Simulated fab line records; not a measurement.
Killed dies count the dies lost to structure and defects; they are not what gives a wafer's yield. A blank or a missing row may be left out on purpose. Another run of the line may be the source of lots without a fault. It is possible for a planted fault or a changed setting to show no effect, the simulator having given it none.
fab line records	flow gf180mcu
[record] lots = 24	wafers = 72	last-day = 35
route steps=602 shown POLY_GATE@171 HV_LDD@207 CONTACT@289 M1@316
lots with no fault: from the same line, run without faults
start-h: hours from the record's opening day to when the first of the lot's shown wafers began	wait-h: hours from the lot's prior step to this one	" same as the row above	L1.1+2: a row that stands for several wafers	- value missing, or start not given	* or withheld: withheld	< > ~ a bound
route shown NAME@n: NAME is a module with steps in the file, n the number in the route of the first one	usual: average and standard deviation across the fault-free wafers	same: alike in all rows	chamber/n: place in a boat	sites: readings site by site	_std_site: standard deviation of those values	_edge_site: inner sites' mean taken away from outer sites' mean	radius-mm: how far each site lies from the wafer's centre	mask NAME#n: copy n	behind: the most recent tool/chamber to have shaped the wafer	hold: reason for holding the lot/hours on hold/outcome of the hold	device: the n, p or np transistor that did not switch	end of line: the tests these same wafers got at the end of their route	a step with no rows: only its recipe	killed: dies that structure and defects cost at the first sort, which is not the same as the wafer's yield	map: a wafer's dies, x killed, . not, _ none there
set.NAME: the run value of the setting; set.NAME@STEP: its run value at that earlier step	model.NAME: the simulator's own value behind a step, which no gauge read
one table for each step of the route and one row for each wafer, over a sample of lots
services: a tool's chamber out of use, with start hour (start-h, from the record's first day; less than 0 if before it), hours out, and reason
[[steps]]
[step GF_POLY_GATE_STRIP_14]
[recipe] chemistry = O2/N2	power-w = 1400	pressure-mtorr = 1500	platen-temp-c = 250	o2-flow-sccm = 3000	n2-flow-sccm = 300	overash-fraction = 0.5
[usual] chamber-pressure-mTorr = 1499.9/1.2	drypump-motor-current-A = 5.9/0.55	heater-power-w = 329/14	oes-product-au = 0.506/0.0048
[same] overash-fraction = 0.5
lot.wafer	tool	chamber	start-h	wait-h	chamber-pressure-mTorr	drypump-motor-current-A	heater-power-w	oes-product-au	rf-hours-counter-h
L074.2	plasma-asher-04	1	212.87	0.0	1500.7	6.7	325	0.510	58
L074.3	"	0	"	"	1500.3	6.1	347	0.506	-
L074.4	"	1	"	"	1501.3	6.8	320	0.502	-
L075.4	plasma-asher-02	0	216.15	0.1	1500.5	5.6	328	0.498	-
L075.5	"	0	"	"	1499.5	5.6	321	0.506	-
L075.6	"	1	"	"	1499.0	5.1	340	0.506	-
L076.1	plasma-asher-01	1	220.53	0.0	1500.4	5.9	322	0.505	54
L076.2	"	0	"	"	1499.7	5.2	323	0.505	54
L076.3	"	0	"	"	1499.9	5.2	312	0.504	-
L077.1	plasma-asher-01	1	233.23	0.0	1500.6	5.9	318	0.503	55
L077.2	"	0	"	"	1498.9	5.3	308	0.508	55
L077.4	"	1	"	"	1499.9	5.9	324	0.511	-
L078.2	plasma-asher-04	0	235.72	0.0	1498.2	6.1	348	0.511	60
L078.4	"	1	"	"	1501.0	6.7	319	0.516	-
L078.6	"	0	"	"	1501.7	6.1	349	0.514	-
L079.1	plasma-asher-04	0	244.27	0.0	1497.9	6.1	351	0.498	61
L079.3	"	1	"	"	1498.7	6.7	323	0.510	-
L079.4	"	0	"	"	1497.4	6.1	353	0.497	-
L080.1	plasma-asher-04	0	248.73	0.0	1497.4	6.1	357	0.512	62
L080.2	"	1	"	"	1500.4	6.7	315	0.512	62
L080.5	"	1	"	"	1500.3	6.7	319	0.504	-
L081.1	plasma-asher-02	0	262.38	0.0	1502.6	5.7	327	0.504	15
L081.5	"	1	"	"	1501.9	5.1	333	0.510	-
L081.6	"	0	"	"	1499.3	5.7	326	0.505	-
L082.2	plasma-asher-04	1	262.82	0.0	1500.0	6.7	309	0.500	63
L082.5	"	0	"	"	1499.8	6.1	349	0.503	-
L082.6	"	1	"	"	1501.5	6.7	324	0.501	-
L083.2	plasma-asher-01	0	274.48	0.0	1499.8	5.2	310	0.503	59
L083.4	"	0	"	"	1499.7	5.2	312	0.504	-
L083.5	"	0	"	"	1499.6	5.2	311	0.505	-
L084.2	plasma-asher-01	1	278.98	0.0	1498.0	5.9	323	0.505	60
L084.4	"	0	"	"	1499.1	5.2	310	0.512	-
L084.5	"	1	"	"	1500.7	5.9	318	0.508	-
L085.2	plasma-asher-01	0	288.13	0.0	1499.1	5.2	310	0.506	60
L085.3	"	0	"	"	1500.3	5.2	310	0.510	-
L085.6	"	0	"	"	1499.2	5.3	310	0.506	-
L086.2	plasma-asher-02	1	289.97	0.0	1498.8	5.1	333	0.510	17
L086.4	"	1	"	"	1499.6	5.1	343	0.497	-
L086.6	"	1	"	"	1500.2	5.1	338	0.509	-
L087.1	plasma-asher-04	0	299.63	0.0	1501.6	6.1	348	0.500	67
L087.3	"	0	"	"	1499.2	6.1	353	0.504	-
L087.4	"	1	"	"	1501.6	6.7	315	0.507	-
L088.1	plasma-asher-02	1	306.02	0.0	1501.1	5.1	345	0.503	19
L088.3	"	0	"	"	1500.1	5.7	323	0.508	-
L088.4	"	1	"	"	1497.0	5.1	343	0.508	-
L089.1	plasma-asher-04	0	312.63	0.0	1498.0	6.1	345	0.512	68
L089.2	"	1	"	"	1499.6	6.7	321	0.509	68
L089.5	"	0	"	"	1500.9	6.1	343	0.511	-
L090.4	plasma-asher-04	0	319.57	0.1	1499.3	6.1	348	0.515	-
L090.5	"	0	"	"	1498.8	6.1	355	0.497	-
L090.6	"	1	"	"	1499.6	6.7	326	0.511	-
L091.1	plasma-asher-01	0	328.73	0.0	1498.0	5.2	330	0.511	65
L091.3	"	1	"	"	1501.5	5.9	318	0.500	-
L091.6	"	0	"	"	1500.5	5.2	322	0.501	-
L092.3	plasma-asher-01	0	332.78	0.1	1498.4	5.2	311	0.504	-
L092.4	"	1	"	"	1499.6	5.9	322	0.511	-
L092.6	"	0	"	"	1496.2	5.3	306	0.504	-
L093.1	plasma-asher-04	1	338.33	0.0	1500.9	6.7	320	0.509	71
L093.3	"	0	"	"	1501.7	6.1	348	0.507	-
L093.4	"	1	"	"	1500.9	6.7	322	0.499	-
L094.1	plasma-asher-04	0	348.18	0.0	1500.4	6.1	349	0.500	72
L094.2	"	1	"	"	1500.2	6.7	333	0.504	72
L094.3	"	0	"	"	1499.5	6.1	345	0.502	-
L095.1	plasma-asher-02	0	354.13	0.0	1499.1	5.6	320	0.499	24
L095.3	"	1	"	"	1500.4	5.1	341	0.513	-
L095.6	"	0	"	"	1499.8	5.7	318	0.513	-
L096.2	plasma-asher-02	0	362.52	0.0	1499.9	5.6	320	0.508	25
L096.4	"	0	"	"	1502.6	5.7	322	0.506	-
L096.5	"	0	"	"	1501.1	5.6	324	0.504	-
L097.3	plasma-asher-02	0	371.96	0.1	1502.4	5.7	323	0.503	-
L097.5	"	1	"	"	1500.3	5.1	340	0.510	-
L097.6	"	0	"	"	1499.6	5.6	317	0.509	-
[step GF_HV_LDD_CD_MEAS_31]
[recipe] target-cd-nm = 400
[usual] cd-nm = 400.9/2.2
lot.wafer	tool	chamber	start-h	wait-h	cd-nm
L074.2	cd-sem-02	-	270.35	0.1	399.7
L074.3	"	-	"	"	401.8
L074.4	"	-	"	"	401.1
L075.4	cd-sem-02	-	275.29	0.1	401.2
L075.5	"	-	"	"	404.0
L075.6	"	-	"	"	404.8
L076.1	cd-sem-02	-	281.57	0.1	400.3
L076.2	"	-	"	"	399.7
L076.3	"	-	"	"	399.5
L077.1	cd-sem-01	-	296.07	0.1	399.2
L077.2	"	-	"	"	399.7
L077.4	"	-	"	"	398.7
L078.2	cd-sem-02	-	302.44	0.1	400.9
L078.4	"	-	"	"	403.6
L078.6	"	-	"	"	400.4
L079.1	cd-sem-01	-	310.31	0.1	402.0
L079.3	"	-	"	"	402.6
L079.4	"	-	"	"	402.2
L080.1	cd-sem-01	-	310.61	0.1	404.0
L080.2	"	-	"	"	404.7
L080.5	"	-	"	"	404.0
L081.1	cd-sem-02	-	326.42	0.1	398.6
L081.5	"	-	"	"	396.9
L081.6	"	-	"	"	399.6
L082.2	cd-sem-01	-	327.13	0.1	400.3
L082.5	"	-	"	"	399.1
L082.6	"	-	"	"	401.0
L083.2	cd-sem-02	-	338.99	0.1	399.2
L083.4	"	-	"	"	399.2
L083.5	"	-	"	"	400.0
L084.2	cd-sem-02	-	343.73	0.1	402.9
L084.4	"	-	"	"	403.4
L084.5	"	-	"	"	402.2
L085.2	cd-sem-01	-	354.29	0.1	394.1
L085.3	"	-	"	"	398.1
L085.6	"	-	"	"	398.3
L086.2	cd-sem-02	-	356.23	0.1	397.1
L086.4	"	-	"	"	396.7
L086.6	"	-	"	"	400.0
L087.1	cd-sem-02	-	367.17	0.1	399.2
L087.3	"	-	"	"	399.5
L087.4	"	-	"	"	403.2
L088.1	cd-sem-01	-	373.32	0.1	398.4
L088.3	"	-	"	"	400.0
L088.4	"	-	"	"	399.3
L089.1	cd-sem-01	-	381.52	0.1	405.6
L089.2	"	-	"	"	401.8
L089.5	"	-	"	"	403.1
L090.4	cd-sem-01	-	388.73	0.1	402.0
L090.5	"	-	"	"	402.0
L090.6	"	-	"	"	402.9
L091.1	cd-sem-02	-	399.27	0.1	399.4
L091.3	"	-	"	"	398.3
L091.6	"	-	"	"	399.2
L092.3	cd-sem-02	-	403.61	0.1	402.1
L092.4	"	-	"	"	403.0
L092.6	"	-	"	"	401.5
L093.1	cd-sem-01	-	410.02	0.1	401.9
L093.3	"	-	"	"	402.4
L093.4	"	-	"	"	402.2
L094.1	cd-sem-02	-	420.72	0.1	402.8
L094.2	"	-	"	"	400.7
L094.3	"	-	"	"	401.0
L095.1	cd-sem-02	-	427.47	0.1	398.1
L095.3	"	-	"	"	398.7
L095.6	"	-	"	"	399.2
L096.2	cd-sem-01	-	437.23	0.1	400.2
L096.4	"	-	"	"	401.5
L096.5	"	-	"	"	400.1
L097.3	cd-sem-02	-	446.96	0.1	401.7
L097.5	"	-	"	"	400.6
L097.6	"	-	"	"	399.7
[step GF_HV_LDD_OVL_MEAS_47]
[usual] HV_LDD_03_OVL = 1.1/1.5
lot.wafer	tool	chamber	start-h	wait-h	HV_LDD_03_OVL[nm]
L074.2	overlay-01	-	290.55	0.1	0.3
L074.3	"	-	"	"	1.3
L074.4	"	-	"	"	2.7
L075.4	overlay-02	-	296.51	0.1	2.5
L075.5	"	-	"	"	0.4
L075.6	"	-	"	"	1.3
L076.1	overlay-02	-	302.73	0.1	1.1
L076.2	"	-	"	"	-0.2
L076.3	"	-	"	"	1.1
L077.1	overlay-02	-	317.40	0.1	1.1
L077.2	"	-	"	"	2.1
L077.4	"	-	"	"	3.9
L078.2	overlay-02	-	324.33	0.1	0.4
L078.4	"	-	"	"	-0.5
L078.6	"	-	"	"	-1.1
L079.1	overlay-01	-	332.53	0.1	-0.9
L079.3	"	-	"	"	0.2
L079.4	"	-	"	"	-1.4
L080.1	overlay-01	-	333.25	0.1	-0.6
L080.2	"	-	"	"	0.3
L080.5	"	-	"	"	0.3
L081.1	overlay-01	-	348.69	0.1	3.4
L081.5	"	-	"	"	1.7
L081.6	"	-	"	"	1.3
L082.2	overlay-01	-	348.99	0.1	-0.8
L082.5	"	-	"	"	1.6
L082.6	"	-	"	"	0.8
L083.2	overlay-01	-	361.84	0.1	1.8
L083.4	"	-	"	"	3.6
L083.5	"	-	"	"	1.1
L084.2	overlay-02	-	366.85	0.1	4.9
L084.4	"	-	"	"	6.5
L084.5	"	-	"	"	1.8
L085.2	overlay-02	-	377.70	0.1	6.1
L085.3	"	-	"	"	3.9
L085.6	"	-	"	"	0.3
L086.2	overlay-02	-	379.73	0.1	1.1
L086.4	"	-	"	"	0.1
L086.6	"	-	"	"	-1.4
L087.1	overlay-01	-	390.59	0.1	0.1
L087.3	"	-	"	"	0.0
L087.4	"	-	"	"	1.0
L088.1	overlay-01	-	397.34	0.1	0.3
L088.3	"	-	"	"	-0.6
L088.4	"	-	"	"	0.2
L089.1	overlay-01	-	408.24	0.1	2.0
L089.2	"	-	"	"	1.2
L089.5	"	-	"	"	0.3
L090.4	overlay-02	-	412.61	0.1	2.0
L090.5	"	-	"	"	1.4
L090.6	"	-	"	"	1.5
L091.1	overlay-01	-	424.54	0.1	0.5
L091.3	"	-	"	"	0.8
L091.6	"	-	"	"	1.5
L092.3	overlay-01	-	428.51	0.1	1.5
L092.4	"	-	"	"	-0.1
L092.6	"	-	"	"	0.3
L093.1	overlay-02	-	435.83	0.1	2.0
L093.3	"	-	"	"	2.5
L093.4	"	-	"	"	2.4
L094.1	overlay-02	-	446.98	0.1	0.3
L094.2	"	-	"	"	-0.9
L094.3	"	-	"	"	1.5
L095.1	overlay-02	-	453.98	0.1	1.8
L095.3	"	-	"	"	1.4
L095.6	"	-	"	"	4.4
L096.2	overlay-01	-	462.74	0.1	2.0
L096.4	"	-	"	"	-0.9
L096.5	"	-	"	"	1.2
L097.3	overlay-02	-	473.17	0.1	-0.6
L097.5	"	-	"	"	1.8
L097.6	"	-	"	"	1.0
[step GF_CONTACT_CVD_02]
[recipe] material = SiO2	target-thk-nm = 860	precursor = TEOS	temp-c = 400	time-s = 95.992	rf-w = 600
[usual] heater-power-w = 657/100	susceptor-temp-C = 400.02/0.2
lot.wafer	tool	chamber	start-h	wait-h	heater-power-w	susceptor-temp-C
L074.2	pecvd-02	2	360.84	0.0	714	400.37
L074.3	"	0	"	"	523	400.10
L074.4	"	1	"	"	690	399.63
L075.4	pecvd-01	0	368.65	0.1	685	399.71
L075.5	"	0	"	"	560	400.35
L075.6	"	1	"	"	725	400.01
L076.1	pecvd-02	0	373.50	0.1	546	399.91
L076.2	"	1	"	"	671	399.81
L076.3	"	2	"	"	724	399.90
L077.1	pecvd-01	1	389.52	0.1	776	400.25
L077.2	"	2	"	"	771	399.84
L077.4	"	0	"	"	663	399.89
L078.2	pecvd-02	0	401.11	0.0	536	400.31
L078.4	"	2	"	"	607	399.84
L078.6	"	0	"	"	427	400.22
L079.1	pecvd-03	2	408.75	0.1	591	399.60
L079.3	"	1	"	"	642	399.99
L079.4	"	0	"	"	746	399.98
L080.1	pecvd-01	2	408.85	0.1	669	400.38
L080.2	"	1	"	"	808	399.87
L080.5	"	1	"	"	861	399.67
L081.1	pecvd-01	0	424.39	0.1	637	400.14
L081.5	"	2	"	"	603	399.60
L081.6	"	1	"	"	877	400.13
L082.2	pecvd-03	1	424.78	0.0	553	400.00
L082.5	"	1	"	"	613	400.08
L082.6	"	2	"	"	683	400.11
L083.2	pecvd-02	1	439.74	0.0	569	399.81
L083.4	"	0	"	"	545	400.15
L083.5	"	1	"	"	625	399.85
L084.2	pecvd-02	2	447.68	0.0	772	399.97
L084.4	"	1	"	"	698	399.80
L084.5	"	2	"	"	622	400.20
L085.2	pecvd-02	0	457.89	0.0	527	400.01
L085.3	"	1	"	"	697	400.08
L085.6	"	1	"	"	562	400.05
L086.2	pecvd-03	1	459.49	0.0	620	399.86
L086.4	"	2	"	"	684	400.12
L086.6	"	0	"	"	750	400.10
L087.1	pecvd-02	2	470.29	0.1	674	399.82
L087.3	"	1	"	"	620	400.35
L087.4	"	1	"	"	679	400.27
L088.1	pecvd-01	0	476.50	0.1	606	400.14
L088.3	"	1	"	"	845	400.12
L088.4	"	0	"	"	658	400.25
L089.1	pecvd-03	1	488.59	0.1	508	399.89
L089.2	"	0	"	"	721	399.94
L089.5	"	2	"	"	562	400.28
L090.4	pecvd-03	2	493.66	0.1	552	399.77
L090.5	"	0	"	"	647	399.79
L090.6	"	1	"	"	517	399.81
L091.1	pecvd-02	2	504.16	0.1	772	400.31
L091.3	"	0	"	"	490	400.34
L091.6	"	2	"	"	684	400.41
L092.3	pecvd-03	0	508.89	0.0	754	399.78
L092.4	"	1	"	"	625	400.05
L092.6	"	0	"	"	807	400.16
L093.1	pecvd-03	1	515.39	0.1	599	399.81
L093.3	"	2	"	"	562	400.05
L093.4	"	0	"	"	655	400.21
L094.1	pecvd-03	2	524.44	0.1	666	399.81
L094.2	"	0	"	"	769	399.84
L094.3	"	1	"	"	652	400.03
L095.1	pecvd-03	1	532.36	0.1	553	399.82
L095.3	"	0	"	"	697	400.10
L095.6	"	0	"	"	758	400.23
L096.2	pecvd-02	1	540.04	0.0	610	399.96
L096.4	"	1	"	"	675	400.24
L096.5	"	2	"	"	617	400.11
L097.3	pecvd-01	0	550.05	0.0	586	399.94
L097.5	"	0	"	"	636	400.43
L097.6	"	1	"	"	872	399.85
[step GF_CONTACT_BOW_MEAS_05]
[recipe] mode = bow
[usual] CONTACT_BOW = 67/6.7
lot.wafer	tool	chamber	start-h	wait-h	CONTACT_BOW[um]
L074.2	film-metro-03	-	361.29	0.2	70
L074.3	"	-	"	"	55
L074.4	"	-	"	"	54
L075.4	film-metro-04	-	369.42	0.2	52
L075.5	"	-	"	"	73
L075.6	"	-	"	"	65
L076.1	film-metro-03	-	373.93	0.2	65
L076.2	"	-	"	"	55
L076.3	"	-	"	"	62
L077.1	film-metro-01	-	389.95	0.2	72
L077.2	"	-	"	"	68
L077.4	"	-	"	"	72
L078.2	film-metro-03	-	401.56	0.3	62
L078.4	"	-	"	"	65
L078.6	"	-	"	"	65
L079.1	film-metro-04	-	409.18	0.2	57
L079.3	"	-	"	"	61
L079.4	"	-	"	"	76
L080.1	film-metro-03	-	409.28	0.1	76
L080.2	"	-	"	"	82
L080.5	"	-	"	"	65
L081.1	film-metro-04	-	424.82	0.2	68
L081.5	"	-	"	"	61
L081.6	"	-	"	"	75
L082.2	film-metro-04	-	425.23	0.2	69
L082.5	"	-	"	"	71
L082.6	"	-	"	"	68
L083.2	film-metro-03	-	440.19	0.1	56
L083.4	"	-	"	"	68
L083.5	"	-	"	"	73
L084.2	film-metro-01	-	448.13	0.3	68
L084.4	"	-	"	"	73
L084.5	"	-	"	"	71
L085.2	film-metro-04	-	458.34	0.1	62
L085.3	"	-	"	"	71
L085.6	"	-	"	"	63
L086.2	film-metro-03	-	459.94	0.2	68
L086.4	"	-	"	"	68
L086.6	"	-	"	"	70
L087.1	film-metro-03	-	470.72	0.1	71
L087.3	"	-	"	"	58
L087.4	"	-	"	"	64
L088.1	film-metro-01	-	476.93	0.1	69
L088.3	"	-	"	"	68
L088.4	"	-	"	"	77
L089.1	film-metro-01	-	489.02	0.1	71
L089.2	"	-	"	"	69
L089.5	"	-	"	"	60
L090.4	film-metro-03	-	494.30	0.2	52
L090.5	"	-	"	"	59
L090.6	"	-	"	"	70
L091.1	film-metro-04	-	504.62	0.2	70
L091.3	"	-	"	"	69
L091.6	"	-	"	"	70
L092.3	film-metro-03	-	509.53	0.3	67
L092.4	"	-	"	"	72
L092.6	"	-	"	"	73
L093.1	film-metro-01	-	515.82	0.1	63
L093.3	"	-	"	"	59
L093.4	"	-	"	"	64
L094.1	film-metro-01	-	524.90	0.3	69
L094.2	"	-	"	"	68
L094.3	"	-	"	"	71
L095.1	film-metro-01	-	532.79	0.2	66
L095.3	"	-	"	"	58
L095.6	"	-	"	"	67
L096.2	film-metro-04	-	540.49	0.2	65
L096.4	"	-	"	"	66
L096.5	"	-	"	"	67
L097.3	film-metro-01	-	550.52	0.3	80
L097.5	"	-	"	"	71
L097.6	"	-	"	"	69
[step GF_M1_SPUTTER_01]
[recipe] material = TiN	target-thk-nm = 30	power-w = 6500	time-s = 25	chamber-pressure-pa = 0.4
[usual] throttle-valve-pct = 29.6/1.2
lot.wafer	tool	chamber	start-h	wait-h	throttle-valve-pct
L074.2	pvd-sputter-04	-	386.33	0.1	30.1
L074.3	"	-	"	"	30.1
L074.4	"	-	"	"	27.6
L075.4	pvd-sputter-03	-	394.48	0.1	27.6
L075.5	"	-	"	"	28.8
L075.6	"	-	"	"	30.0
L076.1	pvd-sputter-04	-	398.86	0.1	29.4
L076.2	"	-	"	"	30.3
L076.3	"	-	"	"	30.3
L077.1	pvd-sputter-03	-	414.65	0.1	29.0
L077.2	"	-	"	"	29.6
L077.4	"	-	"	"	31.7
L078.2	pvd-sputter-04	-	427.35	0.1	30.2
L078.4	"	-	"	"	29.2
L078.6	"	-	"	"	27.6
L079.1	pvd-sputter-01	-	435.18	0.1	30.7
L079.3	"	-	"	"	29.0
L079.4	"	-	"	"	30.4
L080.1	pvd-sputter-03	-	435.63	0.1	31.7
L080.2	"	-	"	"	27.6
L080.5	"	-	"	"	27.8
L081.1	pvd-sputter-04	-	451.55	0.1	29.2
L081.5	"	-	"	"	29.1
L081.6	"	-	"	"	30.2
L082.2	pvd-sputter-03	-	451.90	0.1	28.9
L082.5	"	-	"	"	29.6
L082.6	"	-	"	"	31.6
L083.2	pvd-sputter-03	-	467.10	0.1	29.7
L083.4	"	-	"	"	31.6
L083.5	"	-	"	"	28.7
L084.2	pvd-sputter-03	-	474.73	0.1	27.7
L084.4	"	-	"	"	29.1
L084.5	"	-	"	"	29.8
L085.2	pvd-sputter-04	-	484.46	0.1	30.0
L085.3	"	-	"	"	27.5
L085.6	"	-	"	"	30.0
L086.2	pvd-sputter-04	-	487.10	0.1	29.9
L086.4	"	-	"	"	30.3
L086.6	"	-	"	"	29.2
L087.1	pvd-sputter-01	-	496.57	0.1	29.0
L087.3	"	-	"	"	30.4
L087.4	"	-	"	"	31.1
L088.1	pvd-sputter-01	-	503.02	0.1	30.9
L088.3	"	-	"	"	30.4
L088.4	"	-	"	"	28.8
L089.1	pvd-sputter-01	-	514.52	0.1	31.1
L089.2	"	-	"	"	30.3
L089.5	"	-	"	"	28.7
L090.4	pvd-sputter-03	-	519.39	0.1	28.9
L090.5	"	-	"	"	31.6
L090.6	"	-	"	"	27.8
L091.1	pvd-sputter-03	-	530.13	0.1	29.7
L091.3	"	-	"	"	27.7
L091.6	"	-	"	"	31.7
L092.3	pvd-sputter-03	-	534.76	0.1	27.7
L092.4	"	-	"	"	29.6
L092.6	"	-	"	"	28.9
L093.1	pvd-sputter-03	-	540.52	0.1	29.7
L093.3	"	-	"	"	28.9
L093.4	"	-	"	"	29.8
L094.1	pvd-sputter-01	-	549.17	0.1	30.5
L094.2	"	-	"	"	29.2
L094.3	"	-	"	"	30.2
L095.1	pvd-sputter-01	-	556.78	0.1	31.1
L095.3	"	-	"	"	28.8
L095.6	"	-	"	"	30.5
L096.2	pvd-sputter-03	-	564.50	0.1	29.3
L096.4	"	-	"	"	27.5
L096.5	"	-	"	"	27.6
L097.3	pvd-sputter-03	-	573.42	0.1	27.4
L097.5	"	-	"	"	28.8
L097.6	"	-	"	"	29.9
[[services]]
tool	chamber	start-h	hours	kind
pecvd-01	-	227.35	14.6	pm
pvd-sputter-03	-	238.08	2.6	repair
pecvd-02	0	267.04	5.8	repair
plasma-asher-04	-	273.60	1.3	repair
plasma-asher-01	-	277.35	1.5	repair
pecvd-02	1	282.50	21.1	repair
plasma-asher-04	-	313.01	2.8	pm
pecvd-02	-	335.13	2.8	pm
pecvd-02	-	367.30	6.0	pm
pecvd-03	-	368.88	14.0	pm
plasma-asher-01	-	377.63	0.5	repair
pvd-sputter-03	-	382.89	10.0	repair
plasma-asher-04	-	384.83	0.8	repair
plasma-asher-01	-	421.25	9.0	pm
pecvd-02	-	443.13	1.0	repair
plasma-asher-04	-	453.79	4.3	pm
plasma-asher-01	-	481.89	3.3	repair
pecvd-03	-	482.59	0.5	repair
pecvd-02	1	503.36	8.6	repair
plasma-asher-04	-	508.60	14.6	pm
plasma-asher-04	-	526.80	0.8	repair
plasma-asher-02	-	544.55	0.4	repair
pecvd-03	0	564.65	22.4	repair
plasma-asher-01	-	568.80	6.6	repair
[[key]]
fault none
